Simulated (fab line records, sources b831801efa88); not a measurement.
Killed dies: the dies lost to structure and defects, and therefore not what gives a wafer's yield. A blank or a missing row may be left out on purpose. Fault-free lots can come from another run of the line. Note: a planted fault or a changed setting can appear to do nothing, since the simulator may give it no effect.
Which tool was responsible? + flow gf180mcu + 36 wafers from 12 lots sampled at 6 of the route's 602 steps

== WHAT THE GAUGES SHOWED, per wafer ==
GF_STI_BOW_MEAS_00. Usual: INCOMING_BOW typically reads 0 um, with standard deviation 6.5.
| lot  | measured    | on            | INCOMING_BOW (um) | flag |
|------|-------------|---------------|-------------------|------|
| L537 | day 1 10:01 | film metro-04 | 9 -10 -7          |      |
| L538 | day 1 15:00 | film metro-02 | 4 3 4             |      |
| L539 | day 1 20:02 | film metro-02 | -5 4 -1           |      |
| L540 | day 2 01:02 | film metro-02 | -4 -6 -9          |      |
| L541 | day 2 06:01 | film metro-04 | 11 9 13           |      |
| L549 | day 3 22:02 | film metro-04 | 7 -2 8            |      |
| L551 | day 4 08:00 | film metro-03 | -8 -10 3          |      |
| L552 | day 4 13:04 | film metro-02 | -2 -11 5          |      |
| L554 | day 4 23:00 | film metro-04 | 3 0 3             |      |
| L555 | day 5 04:00 | film metro-03 | -7 -3 5           |      |
| L559 | day 6 00:01 | film metro-02 | -10 4 -7          |      |
| L560 | day 6 05:04 | film metro-04 | 1 13 -7           |      |

GF_STI_THK_MEAS_24. Usual: STI_CVD_23_THK typically reads 648 nm, with standard deviation 6.9.
| lot  | measured    | on            | STI_CVD_23_THK (nm) | flag |
|------|-------------|---------------|---------------------|------|
| L537 | day 2 04:29 | film metro-03 | 645 650 657         |      |
| L538 | day 2 09:35 | film metro-02 | 640 654 651         |      |
| L539 | day 2 14:10 | film metro-02 | 651 653 639         |      |
| L540 | day 2 19:02 | film metro-02 | 649 661 650         |      |
| L541 | day 3 00:19 | film metro-04 | 630 634 640         |      |
| L549 | day 4 17:49 | film metro-03 | 648 659 1094        | OFF  |
| L551 | day 5 01:57 | film metro-03 | 648 639 633         |      |
| L552 | day 5 08:44 | film metro-04 | 642 652 651         |      |
| L554 | day 5 18:17 | film metro-04 | 640 661 643         |      |
| L555 | day 5 23:50 | film metro-03 | 651 649 650         |      |
| L559 | day 6 21:58 | film metro-04 | 658 648 645         |      |
| L560 | day 7 01:45 | film metro-02 | 649 645 641         |      |

GF_MVSD_TW_MEAS_11. Usual: MVSD_TW typically reads 1574, with standard deviation 16.
| lot  | measured     | on            | MVSD_TW        | flag |
|------|--------------|---------------|----------------|------|
| L537 | day 4 12:07  | film metro-04 | 1586 1586 1578 |      |
| L538 | day 4 17:50  | film metro-04 | 1577 1570 1582 |      |
| L539 | day 4 21:52  | film metro-04 | 1578 1580 1580 |      |
| L540 | day 5 05:00  | film metro-01 | 1589 1585 1599 |      |
| L541 | day 5 09:33  | film metro-04 | 1590 1588 1601 |      |
| L549 | day 7 10:25  | film metro-01 | 1581 1589 1582 |      |
| L551 | day 7 17:00  | film metro-03 | 1550 1558 1558 |      |
| L552 | day 8 02:56  | film metro-03 | 1569 1568 1568 |      |
| L554 | day 8 12:07  | film metro-03 | 1565 1556 1570 |      |
| L555 | day 8 18:05  | film metro-04 | 1596 1599 1593 |      |
| L559 | day 9 18:36  | film metro-04 | 1583 1586 1576 |      |
| L560 | day 10 00:28 | film metro-03 | 1564 1557 1557 |      |

GF_VT_IMPLANT_TW_MEAS_10. Usual: VT_IMPLANT_TW typically reads 568, with standard deviation 3.3.
| lot  | measured     | on            | VT_IMPLANT_TW | flag |
|------|--------------|---------------|---------------|------|
| L537 | day 5 15:58  | film metro-02 | 574 570 572   |      |
| L538 | day 5 22:19  | film metro-02 | 573 572 573   |      |
| L539 | day 6 03:25  | film metro-01 | 569 565 569   |      |
| L540 | day 6 10:56  | film metro-02 | 567 570 569   |      |
| L541 | day 6 14:43  | film metro-02 | 566 564 569   |      |
| L549 | day 8 18:55  | film metro-04 | 570 564 570   |      |
| L551 | day 9 01:38  | film metro-04 | 568 568 567   |      |
| L552 | day 9 12:41  | film metro-04 | 563 564 566   |      |
| L554 | day 9 23:21  | film metro-02 | 575 572 570   |      |
| L555 | day 10 05:17 | film metro-01 | 563 564 563   |      |
| L559 | day 11 06:25 | film metro-02 | 572 571 571   |      |
| L560 | day 11 13:05 | film metro-02 | 571 572 569   |      |

== EACH LOT AND THE TOOL THAT RAN IT (in order: tool; ch and the chambers of the sampled wafers; start) ==
| lot  | GF_STI_CVD_23                   | GF_STI_CMP_25                |
|------|---------------------------------|------------------------------|
| L537 | hdpcvd-01 ch 0,1, day 2 04:23   | cmp-01 ch 0,1, day 2 04:32   |
| L538 | hdpcvd-01 ch 1,2, day 2 09:31   | cmp-01 ch 1,2, day 2 09:41   |
| L539 | hdpcvd-02 ch 1,2, day 2 14:04   | cmp-02 ch 0,3, day 2 14:15   |
| L540 | hdpcvd-01 ch 0,1, day 2 18:56   | cmp-01 ch 0,2, day 2 19:07   |
| L541 | hdpcvd-01 ch 0,1,2, day 3 00:14 | cmp-01 ch 0,2, day 3 00:26   |
| L549 | hdpcvd-01 ch 1,2, day 4 17:43   | cmp-01 ch 2,3, day 4 17:58   |
| L551 | hdpcvd-02 ch 0,1,2, day 5 01:53 | cmp-01 ch 1,2,3, day 5 02:01 |
| L552 | hdpcvd-02 ch 0,1,2, day 5 08:40 | cmp-02 ch 1,2,3, day 5 08:55 |
| L554 | hdpcvd-02 ch 1,2, day 5 18:13   | cmp-02 ch 1,2,3, day 5 18:21 |
| L555 | hdpcvd-02 ch 0,1, day 5 23:45   | cmp-01 ch 0,1,2, day 5 23:59 |
| L559 | hdpcvd-02 ch 0,1, day 6 21:52   | cmp-01 ch 2,3, day 6 22:04   |
| L560 | hdpcvd-02 ch 0,1,2, day 7 01:41 | cmp-01 ch 0,1, day 7 01:50   |
- GF_STI_CVD_23: deposits SiO2, target thk 650 nm, time 108.3 s.
- GF_STI_CMP_25: polishes, stops on Si3N4, t overpolish 33 s, target thk 524.6 nm.

== AS READ BY THE TOOLS THEMSELVES (means over the sampled wafers that have a number; for cases with no such wafer, the mark the record gives instead) ==
GF_STI_CMP_25. Usual: edge zone pressure frac 1.000, standard deviation 0.0051; motor current A 11.8 A, standard deviation 0.97; slurry filter dp kPa 13.48 kPa, standard deviation 0.12; time to endpoint s 121 s, standard deviation 3.4.
| lot  | tool   | edge zone pressure frac | motor current A (A) | slurry filter dp kPa (kPa) | time to endpoint s (s) | flag |
|------|--------|-------------------------|---------------------|----------------------------|------------------------|------|
| L537 | cmp-01 | 1.006                   | 10.7                | 13.56                      | 119                    |      |
| L538 | cmp-01 | 1.006                   | 11.6                | 13.51                      | 121                    |      |
| L539 | cmp-02 | 1.006                   | 11.2                | 13.50                      | 119                    |      |
| L540 | cmp-01 | 1.001                   | 11.8                | 13.45                      | 124                    |      |
| L541 | cmp-01 | 0.999                   | 11.2                | 13.54                      | 121                    |      |
| L549 | cmp-01 | 1.008                   | 11.9                | 13.47                      | 150                    | OFF  |
| L551 | cmp-01 | 0.998                   | 12.0                | 13.57                      | 116                    |      |
| L552 | cmp-02 | 1.002                   | 11.7                | 13.39                      | 121                    |      |
| L554 | cmp-02 | 0.999                   | 12.3                | 13.66                      | 119                    |      |
| L555 | cmp-01 | 1.000                   | 11.7                | 13.49                      | 121                    |      |
| L559 | cmp-01 | 1.004                   | 12.2                | 13.53                      | 123                    |      |
| L560 | cmp-01 | 0.993                   | 11.6                | 13.47                      | 121                    |      |

== THE ANSWER, worked out from the rows above alone ==
Rule: a lot counts as off when the mean over its wafers that have a number is more than 3 standard deviations away from the usual mean. A lot without any number at a reading at which 4 lots or more have one is off too. Any other lot the step has rows for is counted as sound. Order of review: gauges by route order, followed by the tools' own readings, for which a lot's mean as printed above is used. The first step at which some lot is off is used, and at that step the reading that is off furthest; a lot without a number counts as furthest.
Off: L549, at GF_STI_THK_MEAS_24 (STI_CVD_23_THK).
If a tool, at a process step before that reading, ran all the lots that are off and no sound lot after the first of them, it fits. Not tried: the gauges at GF_STI_THK_MEAS_24; whatever is off there is also off at GF_STI_CMP_25, on other tools, and gauge error can't account for it. One candidate fits, namely hdpcvd-01 at GF_STI_CVD_23. Its last sound lot is L541 (day 3 00:14), its first lot that is off L549 (day 4 17:43): a fault that began between those two fits.

== WHAT WAS PUT IN BY THE SIMULATOR ==
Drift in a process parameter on hdpcvd-01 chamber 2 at GF_STI_CVD_23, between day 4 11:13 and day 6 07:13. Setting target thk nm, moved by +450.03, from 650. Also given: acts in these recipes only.
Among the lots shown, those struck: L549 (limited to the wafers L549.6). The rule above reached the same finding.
